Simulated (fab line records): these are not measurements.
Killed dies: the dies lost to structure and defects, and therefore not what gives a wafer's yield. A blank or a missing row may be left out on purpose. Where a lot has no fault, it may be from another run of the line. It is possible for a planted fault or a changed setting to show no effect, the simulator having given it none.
fab line records + flow gf180mcu
record
- lots=7
- wafers=21
- lastDay=34
route steps=602 shown HV_LDD@234 NSD@235 PSD@248
lots that met no fault: from a run of the same line without faults
startH: hours from the record's opening day to when the first of the lot's shown wafers began + waitH: hours from the lot's prior step to this one + " identical to the entry in the row above + L1.1+2: one row covering several wafers at once + - no value, or no start was given + * or withheld: withheld + < > ~ a bound
route shown NAME@n: NAME is a module with steps in the file, n the number in the route of the first one + usual: mean/standard deviation of fault-free wafers + same: alike in all rows + chamber/n: place in a boat + sites: the reading at each site + _std_site: the standard deviation of these + _edge_site: mean of outer sites minus mean of inner sites + radiusMm: for every site, how far away it sits from the centre of the wafer + mask NAME#n: copy n + behind: tool/chamber where the wafer was last shaped + hold: why the lot was held/for how many hours/how that ended + device: whichever transistor did not switch (one of n, p or np) + end of line: the tests these same wafers got at the end of their route + for a step that has no rows: nothing shown but its recipe + killed: dies lost to structure and defects at the first sort, not the wafer's yield + map: a wafer's dies, x killed, . not, _ none there
set.NAME: setting as actually run; set.NAME@STEP: the setting as run at that earlier step + model.NAME: the simulator's own value behind a step, which no gauge read
certain route steps with their lots: each step a table, each wafer a row
services: a tool's chamber out of use, with start hour (startH, from the record's first day; less than 0 if before it), hours out, and reason
## steps
# step GF_HV_LDD_ETCHBACK_58
# recipe
- chemistry=CH3F/O2
- target=Si3N4
- stopOn=SiO2
- sourceW=400
- biasW=80
- pressureMtorr=25
- ch3fFlowSccm=40
- O2_flow_sccm=30
- timeS=100
- targetDepthA=900
# usual
- drypumpMotorCurrentA=6.1/0.55
- oesProductAu=0.841/0.0072
- throttleValvePct=10.561/0.0081
| lot.wafer | tool       | chamber | startH | waitH | drypumpMotorCurrentA | oesProductAu | rfHoursCounterH | throttleValvePct |
|-----------|------------|---------|--------|-------|----------------------|--------------|-----------------|------------------|
| L277.3    | rieDiel-01 | 3       | 292.09 | 0.0   | 6.6                  | 0.852        | 3               | 10.553           |
| L277.4    | "          | 1       | "      | "     | 5.4                  | 0.848        | 133             | 10.571           |
| L277.5    | "          | 0       | "      | "     | 5.4                  | 0.844        | -               | 10.561           |
| L280.1    | rieDiel-01 | 3       | 319.05 | 0.1   | 6.6                  | 0.839        | 4               | 10.568           |
| L280.4    | "          | 2       | "      | "     | 6.2                  | 0.846        | 5               | 10.546           |
| L280.6    | "          | 0       | "      | "     | 5.4                  | 0.852        | -               | 10.560           |
| L281.2    | rieDiel-01 | 2       | 325.42 | 0.0   | 6.2                  | 0.844        | 5               | 10.563           |
| L281.3    | "          | 1       | "      | "     | 5.4                  | 0.847        | 0               | 10.547           |
| L281.4    | "          | 3       | "      | "     | 6.6                  | 0.839        | 5               | 10.568           |
| L282.3    | rieDiel-03 | 1       | 332.44 | 0.0   | 6.7                  | 0.841        | 5               | 10.557           |
| L282.4    | "          | 0       | "      | "     | 6.6                  | 0.843        | 0               | 10.561           |
| L282.5    | "          | 0       | "      | "     | 6.6                  | 0.849        | -               | 10.565           |
| L294.3    | rieDiel-04 | 1       | 433.07 | 0.0   | 6.2                  | 0.847        | 3               | 10.560           |
| L294.4    | "          | 3       | "      | "     | 5.5                  | 0.847        | 1               | 10.565           |
| L294.5    | "          | 3       | "      | "     | 5.5                  | 0.834        | -               | 10.567           |
| L295.1    | rieDiel-04 | 1       | 440.13 | 0.1   | 6.2                  | 0.845        | 4               | 10.548           |
| L295.3    | "          | 0       | "      | "     | 5.3                  | 0.834        | 37              | 10.577           |
| L295.5    | "          | 2       | "      | "     | 6.0                  | 0.839        | -               | 10.565           |
| L297.1    | rieDiel-01 | 1       | 449.91 | 0.1   | 5.4                  | 0.840        | 4               | 10.583           |
| L297.3    | "          | 2       | "      | "     | 6.2                  | 0.845        | 8               | 10.566           |
| L297.6    | "          | 2       | "      | "     | 6.2                  | 0.831        | -               | 10.567           |
# step GF_NSD_DEHYDRATE_00
# recipe
- tempC=200
- timeS=60
# step GF_NSD_HMDS_01
# recipe
- primeTimeS=60
- primeTempC=120
# step GF_NSD_COAT_02
# recipe
- resist=NOVOLAK
- spinRpm=3000
- resistThkNm=1000
# step GF_NSD_SOFTBAKE_03
# recipe
- tempC=90
- timeS=60
- resist=NOVOLAK
# step GF_NSD_EXPOSE_04
# recipe
- maskId=Nplus
- targetCdNm=400
- na=0.6
- sourceShape=conventional
- sigmaOuter=0.6
- doseMj=140
# step GF_NSD_PEB_05
# recipe
- tempC=withheld
- timeS=*
- resist=NOVOLAK
# step GF_NSD_DEVELOP_06
# recipe
- developTimeS=60
- devTempC=23
# step GF_NSD_CD_MEAS_07
# recipe
- targetCdNm=400
# usual
- cdNm=399.8/2.4
| lot.wafer | tool     | chamber | startH | waitH | cdNm  |
|-----------|----------|---------|--------|-------|-------|
| L277.3    | cdSem-01 | -       | 312.59 | 0.1   | 400.4 |
| L277.4    | "        | -       | "      | "     | 399.4 |
| L277.5    | "        | -       | "      | "     | 399.5 |
| L280.1    | cdSem-02 | -       | 340.06 | 0.1   | 403.1 |
| L280.4    | "        | -       | "      | "     | 402.1 |
| L280.6    | "        | -       | "      | "     | 402.6 |
| L281.2    | cdSem-01 | -       | 346.73 | 0.1   | 403.7 |
| L281.3    | "        | -       | "      | "     | 400.9 |
| L281.4    | "        | -       | "      | "     | 399.4 |
| L282.3    | cdSem-02 | -       | 353.59 | 0.1   | 397.2 |
| L282.4    | "        | -       | "      | "     | 399.3 |
| L282.5    | "        | -       | "      | "     | 396.9 |
| L294.3    | cdSem-02 | -       | 457.39 | 0.1   | 403.8 |
| L294.4    | "        | -       | "      | "     | 401.4 |
| L294.5    | "        | -       | "      | "     | 405.3 |
| L295.1    | cdSem-02 | -       | 464.41 | 0.1   | 394.1 |
| L295.3    | "        | -       | "      | "     | 397.4 |
| L295.5    | "        | -       | "      | "     | 394.4 |
| L297.1    | cdSem-01 | -       | 474.30 | 0.1   | 397.7 |
| L297.3    | "        | -       | "      | "     | 398.3 |
| L297.6    | "        | -       | "      | "     | 398.5 |
# step GF_NSD_OVL_MEAS_08
# usual
- NSD_OVL=0.3/1.5
| lot.wafer | tool       | chamber | startH | waitH | NSD_OVL[nm] |
|-----------|------------|---------|--------|-------|-------------|
| L277.3    | overlay-01 | -       | 312.68 | 0.1   | 0.2         |
| L277.4    | "          | -       | "      | "     | 2.7         |
| L277.5    | "          | -       | "      | "     | -0.4        |
| L280.1    | overlay-02 | -       | 340.18 | 0.1   | -2.1        |
| L280.4    | "          | -       | "      | "     | -1.7        |
| L280.6    | "          | -       | "      | "     | -1.7        |
| L281.2    | overlay-01 | -       | 346.84 | 0.1   | 1.3         |
| L281.3    | "          | -       | "      | "     | -0.4        |
| L281.4    | "          | -       | "      | "     | 1.0         |
| L282.3    | overlay-02 | -       | 353.68 | 0.1   | -2.1        |
| L282.4    | "          | -       | "      | "     | -0.4        |
| L282.5    | "          | -       | "      | "     | 0.6         |
| L294.3    | overlay-02 | -       | 457.48 | 0.1   | -0.7        |
| L294.4    | "          | -       | "      | "     | 0.1         |
| L294.5    | "          | -       | "      | "     | -1.3        |
| L295.1    | overlay-02 | -       | 464.53 | 0.1   | 2.1         |
| L295.3    | "          | -       | "      | "     | 2.0         |
| L295.5    | "          | -       | "      | "     | 1.3         |
| L297.1    | overlay-01 | -       | 474.42 | 0.1   | -0.3        |
| L297.3    | "          | -       | "      | "     | 2.0         |
| L297.6    | "          | -       | "      | "     | 1.2         |
# step GF_NSD_IMPLANT_09
# recipe
- species=As
- energyKev=60
- doseCm2=4e+15
- tiltDeg=7
# step GF_NSD_IMPLANT_10
# recipe
- species=P
- energyKev=40
- doseCm2=5e+14
- tiltDeg=7
# step GF_NSD_STRIP_11
# recipe
- chemistry=O2/N2
- powerW=1400
- pressureMtorr=1500
- platenTempC=250
- o2FlowSccm=3000
- n2FlowSccm=300
- overashFraction=0.5
# usual
- chamberPressureMTorr=1499.8/1.5
- drypumpMotorCurrentA=5.7/0.46
- heaterPowerW=358/39
- oesProductAu=0.488/0.0044
- platenTempC=249.98/0.17
- stripTimeToEndpointS=22.95/0.036
| lot.wafer | tool           | chamber | startH | waitH | chamberPressureMTorr | drypumpMotorCurrentA | heaterPowerW | oesProductAu | platenTempC | rfHoursCounterH | stripTimeToEndpointS | model.NOVOLAK_of_NSD_COAT_02.thkNm |
|-----------|----------------|---------|--------|-------|----------------------|----------------------|--------------|--------------|-------------|-----------------|----------------------|------------------------------------|
| L277.3    | plasmaAsher-01 | 0       | 313.04 | 0.1   | 1497.1               | 5.5                  | 378          | 0.496        | 250.06      | -               | 23.02                | 0                                  |
| L277.4    | "              | 1       | "      | "     | 1498.6               | 5.7                  | 310          | 0.481        | 250.11      | -               | 22.95                | 0                                  |
| L277.5    | "              | 0       | "      | "     | 1497.6               | 5.5                  | 370          | 0.488        | 249.75      | -               | 22.98                | 0                                  |
| L280.1    | plasmaAsher-03 | 0       | 340.52 | 0.1   | -                    | -                    | -            | -            | -           | -               | -                    | 1005                               |
| L280.4    | "              | 0       | "      | "     | -                    | -                    | -            | -            | -           | -               | -                    | 1004                               |
| L280.6    | "              | 0       | "      | "     | -                    | -                    | -            | -            | -           | -               | -                    | 1003                               |
| L281.2    | plasmaAsher-03 | 1       | 347.17 | 0.1   | -                    | -                    | -            | -            | -           | -               | -                    | 998.7                              |
| L281.3    | "              | 1       | "      | "     | -                    | -                    | -            | -            | -           | -               | -                    | 995.2                              |
| L281.4    | "              | 0       | "      | "     | -                    | -                    | -            | -            | -           | -               | -                    | 1000                               |
| L282.3    | plasmaAsher-03 | 0       | 354.04 | 0.1   | -                    | -                    | -            | -            | -           | -               | -                    | 995.6                              |
| L282.4    | "              | 1       | "      | "     | -                    | -                    | -            | -            | -           | -               | -                    | 996.3                              |
| L282.5    | "              | 0       | "      | "     | -                    | -                    | -            | -            | -           | -               | -                    | 995                                |
| L294.3    | plasmaAsher-03 | 1       | 457.84 | 0.1   | 1499.1               | 6.3                  | 409          | 0.484        | 249.77      | -               | 22.95                | 0                                  |
| L294.4    | "              | 0       | "      | "     | 1497.5               | 5.3                  | 345          | 0.483        | 249.64      | -               | 22.97                | 0                                  |
| L294.5    | "              | 1       | "      | "     | 1498.8               | 6.3                  | 396          | 0.482        | 249.84      | -               | 22.92                | 0                                  |
| L295.1    | plasmaAsher-04 | 1       | 464.87 | 0.1   | 1496.8               | 6.4                  | 314          | 0.485        | 249.78      | 3               | 22.99                | 0                                  |
| L295.3    | "              | 0       | "      | "     | 1500.5               | 5.1                  | 339          | 0.483        | 249.73      | -               | 22.98                | 0                                  |
| L295.5    | "              | 1       | "      | "     | 1501.7               | 6.4                  | 325          | 0.488        | 250.08      | -               | 22.92                | 0                                  |
| L297.1    | plasmaAsher-03 | 0       | 474.75 | 0.1   | 1501.8               | 5.3                  | 337          | 0.491        | 250.04      | 39              | 22.96                | 0                                  |
| L297.3    | "              | 0       | "      | "     | 1499.6               | 5.3                  | 343          | 0.485        | 249.95      | -               | 22.93                | 0                                  |
| L297.6    | "              | 0       | "      | "     | 1501.6               | 5.3                  | 334          | 0.489        | 250.10      | -               | 22.96                | 0                                  |
# step GF_NSD_TW_MEAS_12
# usual
- NSD_TW=4223/33
| lot.wafer | tool         | chamber | startH | waitH | NSD_TW |
|-----------|--------------|---------|--------|-------|--------|
| L277.3    | filmMetro-04 | -       | 313.13 | 0.1   | 4249   |
| L277.4    | "            | -       | "      | "     | 4263   |
| L277.5    | "            | -       | "      | "     | 4246   |
| L280.1    | filmMetro-03 | -       | 340.62 | 0.1   | 4226   |
| L280.4    | "            | -       | "      | "     | 4217   |
| L280.6    | "            | -       | "      | "     | 4218   |
| L281.2    | filmMetro-03 | -       | 347.28 | 0.1   | 4219   |
| L281.3    | "            | -       | "      | "     | 4201   |
| L281.4    | "            | -       | "      | "     | 4211   |
| L282.3    | filmMetro-03 | -       | 354.13 | 0.1   | 4210   |
| L282.4    | "            | -       | "      | "     | 4234   |
| L282.5    | "            | -       | "      | "     | 4206   |
| L294.3    | filmMetro-03 | -       | 457.92 | 0.1   | 4168   |
| L294.4    | "            | -       | "      | "     | 4197   |
| L294.5    | "            | -       | "      | "     | 4176   |
| L295.1    | filmMetro-04 | -       | 464.97 | 0.1   | 4264   |
| L295.3    | "            | -       | "      | "     | 4269   |
| L295.5    | "            | -       | "      | "     | 4247   |
| L297.1    | filmMetro-01 | -       | 474.85 | 0.1   | 4273   |
| L297.3    | "            | -       | "      | "     | 4261   |
| L297.6    | "            | -       | "      | "     | 4262   |
# step GF_PSD_DEHYDRATE_00
# recipe
- tempC=200
- timeS=60
# step GF_PSD_HMDS_01
# recipe
- primeTimeS=60
- primeTempC=120
# step GF_PSD_COAT_02
# recipe
- resist=NOVOLAK
- spinRpm=3000
- resistThkNm=1000
# step GF_PSD_SOFTBAKE_03
# recipe
- tempC=90
- timeS=60
- resist=NOVOLAK
# step GF_PSD_EXPOSE_04
# recipe
- maskId=Pplus
- targetCdNm=400
- na=0.6
- sourceShape=conventional
- sigmaOuter=0.6
- doseMj=140
# step GF_PSD_PEB_05
# recipe
- tempC=withheld
- timeS=*
- resist=NOVOLAK
# step GF_PSD_DEVELOP_06
# recipe
- developTimeS=60
- devTempC=23
# step GF_PSD_CD_MEAS_07
# recipe
- targetCdNm=400
# usual
- cdNm=400.5/2.4
| lot.wafer | tool     | chamber | startH | waitH | cdNm  |
|-----------|----------|---------|--------|-------|-------|
| L277.3    | cdSem-01 | -       | 333.40 | 0.1   | 395.7 |
| L277.4    | "        | -       | "      | "     | 395.2 |
| L277.5    | "        | -       | "      | "     | 396.3 |
| L280.1    | cdSem-01 | -       | 362.19 | 0.1   | 398.4 |
| L280.4    | "        | -       | "      | "     | 400.0 |
| L280.6    | "        | -       | "      | "     | 399.8 |
| L281.2    | cdSem-01 | -       | 369.28 | 0.1   | 401.8 |
| L281.3    | "        | -       | "      | "     | 399.6 |
| L281.4    | "        | -       | "      | "     | 400.4 |
| L282.3    | cdSem-01 | -       | 375.95 | 0.1   | 399.4 |
| L282.4    | "        | -       | "      | "     | 400.6 |
| L282.5    | "        | -       | "      | "     | 398.7 |
| L294.3    | cdSem-01 | -       | 481.93 | 0.1   | 405.9 |
| L294.4    | "        | -       | "      | "     | 404.8 |
| L294.5    | "        | -       | "      | "     | 402.6 |
| L295.1    | cdSem-01 | -       | 488.90 | 0.1   | 402.2 |
| L295.3    | "        | -       | "      | "     | 402.7 |
| L295.5    | "        | -       | "      | "     | 399.3 |
| L297.1    | cdSem-01 | -       | 498.89 | 0.1   | 400.8 |
| L297.3    | "        | -       | "      | "     | 400.8 |
| L297.6    | "        | -       | "      | "     | 399.1 |
# step GF_PSD_OVL_MEAS_08
# usual
- PSD_OVL=0.8/1.3
| lot.wafer | tool       | chamber | startH | waitH | PSD_OVL[nm] |
|-----------|------------|---------|--------|-------|-------------|
| L277.3    | overlay-02 | -       | 333.49 | 0.1   | -0.1        |
| L277.4    | "          | -       | "      | "     | 0.6         |
| L277.5    | "          | -       | "      | "     | 0.4         |
| L280.1    | overlay-01 | -       | 362.31 | 0.1   | 0.8         |
| L280.4    | "          | -       | "      | "     | 1.9         |
| L280.6    | "          | -       | "      | "     | -0.2        |
| L281.2    | overlay-02 | -       | 369.39 | 0.1   | -1.9        |
| L281.3    | "          | -       | "      | "     | 1.0         |
| L281.4    | "          | -       | "      | "     | -1.7        |
| L282.3    | overlay-01 | -       | 376.04 | 0.1   | 1.5         |
| L282.4    | "          | -       | "      | "     | 1.4         |
| L282.5    | "          | -       | "      | "     | 2.3         |
| L294.3    | overlay-01 | -       | 482.02 | 0.1   | -0.4        |
| L294.4    | "          | -       | "      | "     | 0.8         |
| L294.5    | "          | -       | "      | "     | -0.5        |
| L295.1    | overlay-02 | -       | 489.02 | 0.1   | -0.1        |
| L295.3    | "          | -       | "      | "     | 0.2         |
| L295.5    | "          | -       | "      | "     | 1.2         |
| L297.1    | overlay-02 | -       | 499.01 | 0.1   | 0.8         |
| L297.3    | "          | -       | "      | "     | -0.2        |
| L297.6    | "          | -       | "      | "     | -0.7        |
# step GF_PSD_IMPLANT_09
# recipe
- species=BF2
- energyKev=40
- doseCm2=1.5e+15
- tiltDeg=7
# step GF_PSD_STRIP_10
# recipe
- chemistry=O2/N2
- powerW=1400
- pressureMtorr=1500
- platenTempC=250
- o2FlowSccm=3000
- n2FlowSccm=300
- overashFraction=0.5
# usual
- chamberPressureMTorr=1499.9/1.4
- drypumpMotorCurrentA=5.8/0.32
- heaterPowerW=338/41
- oesProductAu=0.592/0.0045
- platenTempC=249.98/0.18
- stripTimeToEndpointS=16.54/0.045
| lot.wafer | tool           | chamber | startH | waitH | chamberPressureMTorr | drypumpMotorCurrentA | heaterPowerW | oesProductAu | platenTempC | rfHoursCounterH | stripTimeToEndpointS |
|-----------|----------------|---------|--------|-------|----------------------|----------------------|--------------|--------------|-------------|-----------------|----------------------|
| L277.3    | plasmaAsher-02 | 0       | 333.70 | 0.1   | 1500.8               | 6.0                  | 286          | 0.581        | 249.75      | -               | 16.56                |
| L277.4    | "              | 1       | "      | "     | 1498.6               | 6.0                  | 341          | 0.584        | 249.86      | -               | 16.59                |
| L277.5    | "              | 0       | "      | "     | 1499.3               | 6.0                  | 283          | 0.586        | 250.09      | -               | 16.55                |
| L280.1    | plasmaAsher-03 | 1       | 362.50 | 0.1   | 1499.1               | 6.3                  | 410          | 0.655        | 250.13      | 27              | 31.56                |
| L280.4    | "              | 0       | "      | "     | 1499.5               | 5.3                  | 332          | 0.649        | 249.89      | -               | 31.53                |
| L280.6    | "              | 1       | "      | "     | 1500.2               | 6.3                  | 412          | 0.659        | 249.89      | -               | 31.55                |
| L281.2    | plasmaAsher-03 | 1       | 369.57 | 0.1   | 1499.0               | 6.3                  | 401          | 0.655        | 250.05      | 28              | 31.45                |
| L281.3    | "              | 0       | "      | "     | 1501.9               | 5.3                  | 339          | 0.657        | 249.98      | -               | 31.43                |
| L281.4    | "              | 1       | "      | "     | 1500.7               | 6.3                  | 400          | 0.652        | 250.17      | -               | 31.47                |
| L282.3    | plasmaAsher-02 | 0       | 376.25 | 0.1   | 1501.1               | 6.0                  | 282          | 0.648        | 249.91      | -               | 31.39                |
| L282.4    | "              | 1       | "      | "     | 1499.1               | 6.0                  | 352          | 0.658        | 250.24      | -               | 31.40                |
| L282.5    | "              | 0       | "      | "     | 1500.1               | 6.0                  | 283          | 0.651        | 250.10      | -               | 31.37                |
| L294.3    | plasmaAsher-02 | 1       | 482.23 | 0.1   | 1500.6               | 5.9                  | 339          | 0.592        | 249.77      | -               | 16.52                |
| L294.4    | "              | 0       | "      | "     | 1500.1               | 6.0                  | 276          | 0.590        | 250.01      | -               | 16.45                |
| L294.5    | "              | 0       | "      | "     | 1502.5               | 6.0                  | 285          | 0.599        | 249.84      | -               | 16.51                |
| L295.1    | plasmaAsher-03 | 1       | 489.20 | 0.1   | 1500.0               | 6.3                  | 413          | 0.586        | 249.51      | 40              | 16.53                |
| L295.3    | "              | 1       | "      | "     | 1498.8               | 6.3                  | 405          | 0.597        | 250.10      | -               | 16.57                |
| L295.5    | "              | 0       | "      | "     | 1500.3               | 5.3                  | 336          | 0.585        | 250.21      | -               | 16.50                |
| L297.1    | plasmaAsher-01 | 0       | 499.20 | 0.1   | 1500.1               | 5.5                  | 375          | 0.587        | 249.65      | 73              | 16.57                |
| L297.3    | "              | 1       | "      | "     | 1496.7               | 5.7                  | 304          | 0.604        | 249.82      | -               | 16.53                |
| L297.6    | "              | 1       | "      | "     | 1501.8               | 5.7                  | 301          | 0.587        | 250.00      | -               | 16.56                |
# step GF_PSD_TW_MEAS_11
# usual
- PSD_TW=3180/18
| lot.wafer | tool         | chamber | startH | waitH | hold                    | PSD_TW |
|-----------|--------------|---------|--------|-------|-------------------------|--------|
| L277.3    | filmMetro-01 | -       | 333.79 | 0.1   | -                       | 3174   |
| L277.4    | "            | -       | "      | "     | -                       | 3175   |
| L277.5    | "            | -       | "      | "     | -                       | 3180   |
| L280.1    | filmMetro-01 | -       | 362.60 | 0.1   | awaitDispo/0.2h/release | 30     |
| L280.4    | "            | -       | "      | "     | awaitDispo/0.2h/release | 30     |
| L280.6    | "            | -       | "      | "     | awaitDispo/0.2h/release | 30     |
| L280.1    | filmMetro-01 | -       | 362.83 | 0.2   | -                       | 30     |
| L280.4    | "            | -       | "      | "     | -                       | 30     |
| L280.6    | "            | -       | "      | "     | -                       | 30     |
| L281.2    | filmMetro-01 | -       | 369.68 | 0.1   | awaitDispo/0.2h/release | 30     |
| L281.3    | "            | -       | "      | "     | awaitDispo/0.2h/release | 30     |
| L281.4    | "            | -       | "      | "     | awaitDispo/0.2h/release | 30     |
| L281.2    | filmMetro-01 | -       | 369.90 | 0.2   | -                       | 30     |
| L281.3    | "            | -       | "      | "     | -                       | 30     |
| L281.4    | "            | -       | "      | "     | -                       | 30     |
| L282.3    | filmMetro-04 | -       | 376.34 | 0.1   | awaitDispo/0.2h/release | 30     |
| L282.4    | "            | -       | "      | "     | awaitDispo/0.2h/release | 30     |
| L282.5    | "            | -       | "      | "     | awaitDispo/0.2h/release | 30     |
| L282.3    | filmMetro-04 | -       | 376.65 | 0.3   | -                       | 30     |
| L282.4    | "            | -       | "      | "     | -                       | 30     |
| L282.5    | "            | -       | "      | "     | -                       | 30     |
| L294.3    | filmMetro-01 | -       | 482.32 | 0.1   | -                       | 3207   |
| L294.4    | "            | -       | "      | "     | -                       | 3180   |
| L294.5    | "            | -       | "      | "     | -                       | 3183   |
| L295.1    | filmMetro-01 | -       | 489.30 | 0.1   | -                       | 3176   |
| L295.3    | "            | -       | "      | "     | -                       | 3180   |
| L295.5    | "            | -       | "      | "     | -                       | 3172   |
| L297.1    | filmMetro-01 | -       | 499.30 | 0.1   | -                       | 3200   |
| L297.3    | "            | -       | "      | "     | -                       | 3186   |
| L297.6    | "            | -       | "      | "     | -                       | 3199   |
## services
| tool           | chamber | startH | hours | kind          |
|----------------|---------|--------|-------|---------------|
| rieDiel-04     | 2       | 284.31 | 24.6  | repair        |
| rieDiel-01     | 1       | 296.16 | -     | clean         |
| rieDiel-01     | 1       | 296.16 | 22.7  | scheduledDown |
| rieDiel-01     | 1       | 296.16 | 22.7  | ventCycle     |
| rieDiel-04     | -       | 327.71 | 28.1  | pm            |
| plasmaAsher-02 | -       | 336.44 | 2.9   | repair        |
| rieDiel-03     | 2       | 348.34 | 12.6  | repair        |
| rieDiel-01     | 2       | 352.98 | 10.9  | repair        |
| rieDiel-03     | 3       | 353.99 | 5.3   | repair        |
| rieDiel-04     | 3       | 355.81 | -     | clean         |
| rieDiel-04     | 3       | 355.81 | 17.0  | scheduledDown |
| rieDiel-03     | 3       | 363.36 | 11.9  | repair        |
| plasmaAsher-03 | -       | 374.70 | 2.8   | pm            |
| rieDiel-01     | -       | 408.35 | 1.2   | repair        |
| plasmaAsher-04 | -       | 411.43 | 2.6   | repair        |
| plasmaAsher-04 | -       | 421.25 | 9.0   | pm            |
| plasmaAsher-04 | -       | 431.83 | 2.0   | repair        |
| rieDiel-01     | -       | 432.23 | 2.8   | pm            |
| rieDiel-01     | -       | 438.54 | 0.6   | repair        |
| plasmaAsher-02 | -       | 455.14 | 2.8   | pm            |
| rieDiel-04     | 0       | 467.87 | 8.5   | repair        |
| rieDiel-03     | -       | 472.31 | 0.8   | repair        |
| plasmaAsher-02 | -       | 484.79 | 15.6  | pm            |
| rieDiel-03     | -       | 496.23 | 4.5   | repair        |
## key
firstSign
- step=GF_NSD_STRIP_11
- reading=toolRecord
- direction=missing
effect
- step=GF_PSD_STRIP_10
- reading=stripTimeToEndpointS
- direction=up
- sigmas=99+
- usual=*
- struck=*
effect
- step=GF_PSD_TW_MEAS_11
- reading=visit
- direction=added
effect
- step=GF_PSD_TW_MEAS_11
- reading=PSD_TW
- direction=down
- sigmas=99+
- usual=3180
- struck=30
modelEffect
- step=GF_NSD_STRIP_11
- value=NOVOLAK_of_NSD_COAT_02.thkNm
- without=0
- struck=999.2
metAt GF_NSD_STRIP_11
struckWafers L280.1,L280.4,L280.6,L281.2,L281.3,L281.4,L282.3,L282.4,L282.5
scrappedBehind GF_PSD_TW_MEAS_11 L280.1,L280.4,L280.6,L281.2,L281.3,L281.4,L282.3,L282.4,L282.5
fault
- kind=skippedStepWhole
- tool=plasmaAsher-03
- chamber=-
- onsetH=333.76
- steps=GF_NSD_STRIP_11
- scope=struckLotsOnly
